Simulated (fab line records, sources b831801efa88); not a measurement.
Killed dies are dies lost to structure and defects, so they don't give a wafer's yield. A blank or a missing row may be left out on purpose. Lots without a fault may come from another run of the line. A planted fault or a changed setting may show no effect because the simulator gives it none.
Which tool did it? | flow gf180mcu | 14 lots, 42 wafers sampled, at 4 steps of a route of 602

WHAT THE GAUGES READ, wafer by wafer
GF_VT_IMPLANT_TW_MEAS_43. Usual: VT_IMPLANT_4_TW 692, standard deviation 5.1.
lot  | measured     | on            | VT_IMPLANT_4_TW | flag
L779 | day 7 17:00  | film_metro-04 | 689 685 683     |
L780 | day 8 00:01  | film_metro-01 | 689 694 692     |
L781 | day 8 05:08  | film_metro-02 | 698 697 699     |
L785 | day 9 14:01  | film_metro-01 | 687 690 685     |
L787 | day 9 23:24  | film_metro-01 | 687 689 686     |
L788 | day 10 12:10 | film_metro-04 | 684 689 684     |
L789 | day 10 15:29 | film_metro-01 | 688 688 687     |
L791 | day 11 02:11 | film_metro-04 | 685 686 690     |
L794 | day 11 21:28 | film_metro-04 | 620 622 620     | OFF
L796 | day 12 09:43 | film_metro-02 | 697 698 698     |
L798 | day 13 00:56 | film_metro-02 | 635 634 637     | OFF
L799 | day 13 05:48 | film_metro-01 | 695 693 696     |
L800 | day 13 10:20 | film_metro-01 | 691 691 694     |
L801 | day 13 19:05 | film_metro-01 | 697 694 694     |

GF_SAB_OVL_MEAS_10. Usual: SAB_OVL 0.7 nm, standard deviation 1.7.
lot  | measured     | on         | SAB_OVL (nm)   | flag
L779 | day 15 07:06 | overlay-02 | 2.5 2.0 0.1    |
L780 | day 15 16:00 | overlay-02 | 1.1 0.7 2.1    |
L781 | day 15 21:04 | overlay-01 | -1.0 -1.9 -1.6 |
L785 | day 17 20:54 | overlay-02 | 0.4 -0.3 0.2   |
L787 | day 18 08:44 | overlay-02 | 1.3 0.5 2.0    |
L788 | day 19 01:26 | overlay-01 | 2.4 0.8 1.0    |
L789 | day 19 04:03 | overlay-01 | 1.3 1.0 1.7    |
L791 | day 19 16:08 | overlay-01 | 4.2 1.7 2.9    |
L794 | day 20 19:03 | overlay-01 | 4.3 2.9 2.6    |
L796 | day 21 10:11 | overlay-02 | -3.8 -1.0 -3.6 |
L798 | day 22 07:13 | overlay-02 | 2.5 2.3 1.4    |
L799 | day 22 10:50 | overlay-02 | 1.7 2.2 1.4    |
L800 | day 22 16:57 | overlay-02 | 0.5 0.9 1.6    |
L801 | day 23 01:59 | overlay-02 | -1.6 -2.2 -1.9 |

GF_M3_CD_MEAS_14: target cd 280 nm. Usual: cd_nm 279.9 nm, standard deviation 1.
lot  | measured     | on        | cd_nm (nm)        | flag
L779 | day 21 17:52 | cd_sem-02 | 282.2 281.9 281.1 |
L780 | day 22 00:02 | cd_sem-02 | 279.6 279.9 278.9 |
L781 | day 22 05:05 | cd_sem-02 | 278.4 279.1 278.3 |
L785 | day 24 06:10 | cd_sem-01 | 280.1 280.5 281.0 |
L787 | day 24 15:59 | cd_sem-02 | 279.5 279.9 279.5 |
L788 | day 25 06:50 | cd_sem-01 | 280.4 280.1 281.1 |
L789 | day 25 10:05 | cd_sem-02 | 279.5 279.5 280.1 |
L791 | day 25 19:54 | cd_sem-02 | 280.7 281.0 281.1 |
L794 | day 26 19:30 | cd_sem-01 | 278.7 279.3 281.0 |
L796 | day 27 08:54 | cd_sem-02 | 279.2 279.6 278.7 |
L798 | day 28 03:25 | cd_sem-01 | 279.6 279.2 278.5 |
L799 | day 28 04:28 | cd_sem-01 | 279.3 279.9 279.6 |
L800 | day 28 09:41 | cd_sem-01 | 278.7 279.1 277.9 |
L801 | day 28 17:41 | cd_sem-01 | 278.9 279.5 279.2 |

WHICH TOOL RAN EACH LOT (tool, then ch and the chambers of the sampled wafers, then the start)
lot  | GF_VT_IMPLANT_IMPLANT_41
L779 | implanter-03 ch 0, day 7 16:45
L780 | implanter-01 ch 0, day 7 23:47
L781 | implanter-04 ch 0, day 8 04:56
L785 | implanter-04 ch 0, day 9 13:48
L787 | implanter-04 ch 0, day 9 23:09
L788 | implanter-03 ch 0, day 10 11:55
L789 | implanter-03 ch 0, day 10 15:16
L791 | implanter-04 ch 0, day 11 01:56
L794 | implanter-03 ch 0, day 11 21:15
L796 | implanter-01 ch 0, day 12 09:28
L798 | implanter-03 ch 0, day 13 00:43
L799 | implanter-01 ch 0, day 13 05:33
L800 | implanter-04 ch 0, day 13 10:07
L801 | implanter-01 ch 0, day 13 18:52
- GF_VT_IMPLANT_IMPLANT_41

WHAT THE TOOLS THEMSELVES READ (means of the sampled wafers that have a number; where no wafer has one, the mark that the record gives instead)
The record holds no such reading with a usual standard deviation.

THE ANSWER, worked out from the rows above alone
Rule: a lot is off if the mean of its wafers that have a number lies more than 3 standard deviations from the usual mean. A lot without any number at a reading at which 4 lots or more have one is off too. The other lots that the step has rows for count as sound. The gauges are gone through in route order, then the tools' own readings, and for those a lot's mean is taken as printed above. The first step at which some lot is off is used, and at that step the reading that is off furthest; a lot without a number counts as furthest.
Off: L794, L798, at GF_VT_IMPLANT_TW_MEAS_43 (VT_IMPLANT_4_TW).
A tool fits if, at a process step before that reading, it ran every lot that is off, and no sound lot after the first of them. The gauges at GF_VT_IMPLANT_TW_MEAS_43 are tried like those tools. One fits: implanter-03 at GF_VT_IMPLANT_IMPLANT_41. Its last sound lot is L789 (day 10 15:16), its first lot that is off L794 (day 11 21:15): a fault that began between those two fits.

WHAT THE SIMULATOR HAD PUT IN
Process parameter drift: implanter-03, from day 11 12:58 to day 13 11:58, at GF_VT_IMPLANT_IMPLANT_41. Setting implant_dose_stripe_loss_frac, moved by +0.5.
Lots struck among those shown: L794, L798. The rule above found the same.
